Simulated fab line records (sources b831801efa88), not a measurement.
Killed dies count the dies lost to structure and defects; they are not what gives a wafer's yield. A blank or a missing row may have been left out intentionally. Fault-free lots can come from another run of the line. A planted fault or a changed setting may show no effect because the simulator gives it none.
The tool behind it: which one? | flow sky130 | Sampling: 14 lots, 41 wafers, 5 of 708 route steps

WHAT THE GAUGES READ, wafer by wafer
SKY_VIA3_RS_MEAS_22: measurement is done with a four-point probe.
lot  | measured     | on            | VIA3_W_RS (ohm/sq)
L310 | day 40 02:30 | film-metro-01 | 0.293 0.293 0.292
L312 | day 40 11:56 | film-metro-04 | 0.294 0.290 0.290
L313 | day 41 01:31 | film-metro-04 | 0.299 0.295 0.298
L315 | day 41 23:22 | film-metro-03 | 0.301 0.294 0.295
L316 | day 42 09:42 | film-metro-03 | 0.296 0.294 0.296
L317 | day 42 14:44 | film-metro-03 | 0.290 0.286 0.292
L321 | day 43 11:59 | film-metro-03 | 0.295 0.295 0.299
L324 | day 44 08:57 | film-metro-04 | 0.298 0.300 0.298
L325 | day 44 13:14 | film-metro-03 | 0.295 0.294 0.295
L326 | day 44 17:37 | film-metro-03 | 0.286 0.293
L327 | day 44 22:01 | film-metro-03 | 0.299 0.292 0.295
L329 | day 45 03:48 | film-metro-03 | 0.289 0.292 0.289
L331 | day 45 19:28 | film-metro-03 | 0.291 0.294 0.293
L332 | day 45 22:33 | film-metro-01 | 0.293 0.291 0.294

WHAT TOOL EACH LOT RAN ON (gives the tool, then ch and the chambers of the sampled wafers, and finally the start)
lot  | SKY_CONTACT_CVD_24            | SKY_CONTACT_CMP_27            | SKY_VIA3_ETCH_14                   | SKY_VIA3_STRIP_16
L310 | cvd-w-02 ch 0,1, day 32 01:33 | cmp-01 ch 0,1,2, day 32 01:56 | rie-diel-02 ch 1,2,3, day 40 01:37 | plasma-asher-04 ch 0,1, day 40 01:43
L312 | cvd-w-02 ch 0, day 32 12:45   | cmp-02 ch 0,1,3, day 32 13:02 | rie-diel-01 ch 0,2,3, day 40 11:04 | plasma-asher-04 ch 1, day 40 11:10
L313 | cvd-w-02 ch 0,1, day 33 03:52 | cmp-02 ch 0,1,3, day 33 04:12 | rie-diel-01 ch 0,1,2, day 41 00:34 | plasma-asher-04 ch 0,1, day 41 00:40
L315 | cvd-w-01 ch 0, day 34 02:11   | cmp-02 ch 1,2,3, day 34 02:57 | rie-diel-01 ch 1,2, day 41 22:25   | plasma-asher-04 ch 1, day 41 22:31
L316 | cvd-w-02 ch 1, day 34 10:47   | cmp-01 ch 0,1, day 34 11:04   | rie-diel-02 ch 1,2,3, day 42 08:49 | plasma-asher-03 ch 0,1, day 42 08:55
L317 | cvd-w-02 ch 0,1, day 34 19:08 | cmp-02 ch 1,2, day 34 19:25   | rie-diel-01 ch 0,2, day 42 13:49   | plasma-asher-02 ch 0,1, day 42 13:55
L321 | cvd-w-01 ch 0, day 35 19:45   | cmp-02 ch 1,2,3, day 35 20:05 | rie-diel-01 ch 0,3, day 43 11:04   | plasma-asher-02 ch 0,1, day 43 11:10
L324 | cvd-w-01 ch 0,1, day 36 17:21 | cmp-02 ch 1,2,3, day 36 17:38 | rie-diel-04 ch 1,2,3, day 44 08:04 | plasma-asher-03 ch 0,1, day 44 08:10
L325 | cvd-w-01 ch 0,1, day 36 23:44 | cmp-01 ch 0,2,3, day 37 00:02 | rie-diel-04 ch 0,1,3, day 44 12:19 | plasma-asher-04 ch 0,1, day 44 12:25
L326 | cvd-w-02 ch 0, day 37 05:29   | cmp-02 ch 1,3, day 37 05:53   | rie-diel-02 ch 0, day 44 16:42     | plasma-asher-04 ch 0,1, day 44 16:50
L327 | cvd-w-02 ch 0,1, day 37 12:26 | cmp-02 ch 1,2,3, day 37 12:50 | rie-diel-04 ch 0,1, day 44 21:00   | plasma-asher-02 ch 0,1, day 44 21:08
L329 | cvd-w-01 ch 0,1, day 37 18:50 | cmp-01 ch 0,2,3, day 37 19:10 | rie-diel-02 ch 0,2,3, day 45 02:55 | plasma-asher-04 ch 0,1, day 45 03:01
L331 | cvd-w-01 ch 0,1, day 38 10:37 | cmp-02 ch 1,2,3, day 38 10:57 | rie-diel-04 ch 0,2,3, day 45 18:34 | plasma-asher-04 ch 0,1, day 45 18:40
L332 | cvd-w-01 ch 0, day 38 20:15   | cmp-02 ch 1,2,3, day 38 20:45 | rie-diel-02 ch 0,2,3, day 45 21:40 | plasma-asher-02 ch 0,1, day 45 21:46
- SKY_CONTACT_CVD_24: deposits W, target thk 340 nm, time 102.12 s.
- SKY_CONTACT_CMP_27: polishes, stops on SiO2, t overpolish 15 s, target thk 0 nm.
- SKY_VIA3_ETCH_14: etches BARC in N2/H2, stops on SiO2, time 45.9 s, target depth 60 nm.
- SKY_VIA3_STRIP_16: strips in O2/N2.

WHAT THE TOOLS THEMSELVES READ (means of the sampled wafers that have a number; where no wafer has one, the mark that the record gives instead)
SKY_CONTACT_CVD_24.
lot  | tool     | heater-power-w (W) | susceptor-temp-C (C)
L310 | cvd-w-02 | 851                | 400.15
L312 | cvd-w-02 | 927                | 400.12
L313 | cvd-w-02 | 837                | 399.90
L315 | cvd-w-01 | 699                | 400.05
L316 | cvd-w-02 | 787                | 399.88
L317 | cvd-w-02 | 894                | 399.88
L321 | cvd-w-01 | 705                | 399.94
L324 | cvd-w-01 | 830                | 399.83
L325 | cvd-w-01 | 833                | 399.97
L326 | cvd-w-02 | 942                | 399.90
L327 | cvd-w-02 | 854                | 400.03
L329 | cvd-w-01 | 763                | 399.99
L331 | cvd-w-01 | 824                | 400.00
L332 | cvd-w-01 | 705                | 400.03

SKY_CONTACT_CMP_27.
lot  | tool   | motor-current-A (A) | overpolish-run-s (s) | slurry-flow-ml-min | time-to-endpoint-s (s)
L310 | cmp-01 | 9.3                 | 15.007               | 149.9              | 83
L312 | cmp-02 | 10.4                | 15.001               | 150.3              | 84
L313 | cmp-02 | 10.1                | 14.997               | 150.2              | 81
L315 | cmp-02 | 10.9                | 15.007               | 150.0              | 79
L316 | cmp-01 | 10.0                | 14.998               | 149.7              | 87
L317 | cmp-02 | 10.6                | 15.009               | 149.9              | 80
L321 | cmp-02 | 10.9                | 15.006               | 150.2              | 80
L324 | cmp-02 | 10.7                | 15.000               | 150.3              | 82
L325 | cmp-01 | 9.7                 | 15.006               | 150.0              | 86
L326 | cmp-02 | 10.6                | 14.998               | 150.1              | 81
L327 | cmp-02 | 10.3                | 14.995               | 149.9              | 83
L329 | cmp-01 | 9.8                 | 15.001               | 149.8              | 87
L331 | cmp-02 | 10.9                | 14.996               | 149.8              | 81
L332 | cmp-02 | 11.0                | 15.001               | 149.4              | 83

SKY_VIA3_ETCH_14.
lot  | tool        | drypump-motor-current-A (A) | oes-product-au (a.u.) | run-length-s (s) | throttle-valve-pct (%)
L310 | rie-diel-02 | 5.9                         | 0.860                 | 73.8             | 13.220
L312 | rie-diel-01 | 5.8                         | 0.856                 | 74.0             | 13.223
L313 | rie-diel-01 | 5.8                         | 0.853                 | 73.9             | 13.232
L315 | rie-diel-01 | 6.1                         | 0.854                 | 74.1             | 13.226
L316 | rie-diel-02 | 5.9                         | 0.854                 | 73.6             | 13.225
L317 | rie-diel-01 | 5.8                         | 1.017                 | 63.1             | 13.238
L321 | rie-diel-01 | 5.8                         | 1.012                 | 63.3             | 13.243
L324 | rie-diel-04 | 5.5                         | 0.852                 | 73.9             | 13.225
L325 | rie-diel-04 | 5.7                         | 0.853                 | 73.6             | 13.220
L326 | rie-diel-02 | 5.7                         | 0.857                 | 74.4             | 13.220
L327 | rie-diel-04 | 6.1                         | 0.850                 | 73.6             | 13.233
L329 | rie-diel-02 | 5.9                         | 0.856                 | 73.8             | 13.222
L331 | rie-diel-04 | 5.5                         | 0.854                 | 73.8             | 13.229
L332 | rie-diel-02 | 5.9                         | 0.851                 | 73.8             | 13.221

SKY_VIA3_STRIP_16.
lot  | tool            | drypump-motor-current-A (A) | oes-product-au (a.u.) | strip-time-to-endpoint-s (s)
L310 | plasma-asher-04 | 6.1                         | 0.402                 | 4.10
L312 | plasma-asher-04 | 6.4                         | 0.404                 | 4.08
L313 | plasma-asher-04 | 6.3                         | 0.399                 | 4.10
L315 | plasma-asher-04 | 6.4                         | 0.406                 | 4.12
L316 | plasma-asher-03 | 5.5                         | 0.401                 | 4.10
L317 | plasma-asher-02 | 6.1                         | 0.407                 | 4.25
L321 | plasma-asher-02 | 6.1                         | 0.407                 | 4.21
L324 | plasma-asher-03 | 5.5                         | 0.406                 | 4.18
L325 | plasma-asher-04 | 6.3                         | 0.403                 | 4.17
L326 | plasma-asher-04 | 6.2                         | 0.400                 | 4.13
L327 | plasma-asher-02 | 6.1                         | 0.402                 | 4.12
L329 | plasma-asher-04 | 6.1                         | 0.398                 | 4.11
L331 | plasma-asher-04 | 6.3                         | 0.396                 | 4.16
L332 | plasma-asher-02 | 5.9                         | 0.405                 | 4.14

THE ANSWER, worked out from the rows above alone
Rule: usual is defined by the lots themselves. Put in order of their means at a reading, lots are off if they are a third of the lots or fewer, leave a main group of 4 or more, and stand apart from it by a gap of 3 or more times the standard deviation of the main group's means; of several such gaps the widest counts. A main group is skipped when, at the precision printed for the reading in the tables above, its means are all equal. Also off: a lot with no number at a reading for which 4 or more lots have one. The other lots that the step has rows for count as sound. Order of review: gauges by route order, followed by the tools' own readings, for which a lot's mean as printed above is used. The first step at which some lot is off is used, and at that step the reading that is off furthest; a lot without a number counts as furthest.
Off: L317, L321 (SKY_VIA3_ETCH_14, oes-product-au). The main group: mean 0.854 a.u., standard deviation 0.0026.
If a tool, at that step or one of the process steps before it, ran each lot that is off and ran no sound lot following the first of them, it fits. One fits: rie-diel-01 at SKY_VIA3_ETCH_14. A fault onset in the window from L315 (day 41 22:25, its last sound lot) to L317 (day 42 13:49, its first lot off) fits.
The tool's own readings at SKY_VIA3_ETCH_14 bear it out: on the lots that are off they differ by more than 5 times the standard deviation of the sound lots' means. oes-product-au reads 1.014 a.u. there against 0.854 a.u. on the sound lots; run-length-s reads 63.2 s there against 73.9 s on the sound lots.

WHAT WAS PUT IN BY THE SIMULATOR
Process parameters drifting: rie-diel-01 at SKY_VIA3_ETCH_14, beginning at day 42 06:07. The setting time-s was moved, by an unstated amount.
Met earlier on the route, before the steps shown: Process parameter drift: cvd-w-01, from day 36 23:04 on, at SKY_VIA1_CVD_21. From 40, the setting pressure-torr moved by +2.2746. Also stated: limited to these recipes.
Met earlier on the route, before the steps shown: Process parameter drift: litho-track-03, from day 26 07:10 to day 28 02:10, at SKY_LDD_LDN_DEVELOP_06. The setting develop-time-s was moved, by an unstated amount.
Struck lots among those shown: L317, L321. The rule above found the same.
